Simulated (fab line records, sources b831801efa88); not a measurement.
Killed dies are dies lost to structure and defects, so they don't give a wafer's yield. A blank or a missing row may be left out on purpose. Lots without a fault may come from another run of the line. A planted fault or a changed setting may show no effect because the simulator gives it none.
A struck lot beside a sound one | flow sky130 | 16 steps out of a route of 708
Sound: wafers L647.1, L647.2, L647.3. Struck: wafers L667.2, L667.4, L667.5. The cause comes at the end.
At each step with rows: each side's tool, then ch and its chambers, then its first start. Under that, the readings that differ: sound wafers | struck wafers | difference of the means | sigmas: that difference in standard deviations of wafers without a fault.
alike: readings whose means differ by less than 2 such deviations, and words and numbers that are the same on both sides. not compared: withheld readings, readings that some wafer has no value for, bounds like >300 that may hide the same value, and numbers for which the record gives no deviation and whose values overlap.
The two part at a step that has a row with sigmas, a row that says differs or no value, or rows on one side only. Numbers that don't overlap but have no deviation are shown without sigmas and don't part them. A reading that every wafer of one side lacks parts them only if that side has two wafers or more.

first, 4 steps without rows for these wafers: SKY_LDD_LDN_SOFTBAKE_03 (time 60 s); SKY_LDD_LDN_EXPOSE_04 (exposes mask LDNTM, target cd 700 nm); SKY_LDD_LDN_PEB_05; SKY_LDD_LDN_DEVELOP_06 (develop time 60 s).
SKY_LDD_LDN_OVL_MEAS_07:
  sound on overlay-02, day 23 07:11; struck on overlay-01, day 30 18:14
  alike: LDD_LDN_OVL
then, 4 steps without rows for these wafers: SKY_LDD_LDN_IMPLANT_08; SKY_LDD_LDN_IMPLANT_09; SKY_LDD_LDN_IMPLANT_10; SKY_LDD_LDN_IMPLANT_11.
SKY_LDD_LDN_STRIP_12: strips in O2/N2.
  sound on plasma_asher-03 ch 0,1, day 23 07:49; struck on plasma_asher-02 ch 0,1, day 30 18:52
  alike: drypump_motor_current_A, oes_product_au, strip_time_to_endpoint_s
  not compared: rf_hours_counter_h
SKY_LDD_LDN_TW_MEAS_13:
  sound on film_metro-01, day 23 07:55; struck on film_metro-01, day 30 18:59
  alike: LDD_LDN_TW
then, 1 step without rows for these wafers: SKY_LDD_LDN_CLEAN_14 (cleans in SC1/SC2, time 150 s).
SKY_SPACER_CVD_00: deposits Si3N4 from DCS/NH3, target thk 43.1 nm, time 740 s.
  sound on lpcvd-02 ch 1, day 23 09:14; struck on lpcvd-02 ch 0, day 30 19:35
  reading                                  | sound            | struck            | difference | sigmas
  model.Si3N4_of_SPACER_CVD_00.thk_nm (nm) | 42.2 42.18 42.15 | 60.42 60.74 60.71 | +18.45     |
SKY_SPACER_THK_MEAS_01:
  sound on film_metro-02, day 23 10:27; struck on film_metro-02, day 30 20:49
  reading                | sound          | struck         | difference | sigmas
  SPACER_CVD_00_THK (nm) | 42.2 42.2 42.1 | 60.4 60.7 60.7 | +18.4      | +44
SKY_SPACER_ETCHBACK_02: etches Si3N4 in CH3F/O2, stops on SiO2, time 46.7 s, target depth 45 nm.
  sound on rie_diel-03 ch 0,1,3, day 23 10:31; struck on rie_diel-02 ch 0,1,3, day 30 20:52
  reading                  | sound             | struck            | difference | sigmas
  oes_product_au (a.u.)    | 0.844 0.844 0.839 | 0.993 1.021 0.982 | +0.156     | +22
  model.etch.depth_nm (nm) | 42.2 42.18 42.15  | 56.51 57.47 54.38 | +13.94     |
  alike: drypump_motor_current_A, throttle_valve_pct
  not compared: rf_hours_counter_h
-- the record jumps here: 20 days lie between the struck wafers' starts before and after (it left off in module SPACER and takes up again in module PAD_OPEN, whose first step shown is number 708 of the route) --
SKY_PAD_OPEN_PROBE_99:
  the record has rows for the struck wafers here (prober-01, day 51 04:35) and none for the sound ones

WHERE THEY PART
First at SKY_SPACER_THK_MEAS_01; last, within this record, at SKY_PAD_OPEN_PROBE_99.

WHY: what the simulator had put in
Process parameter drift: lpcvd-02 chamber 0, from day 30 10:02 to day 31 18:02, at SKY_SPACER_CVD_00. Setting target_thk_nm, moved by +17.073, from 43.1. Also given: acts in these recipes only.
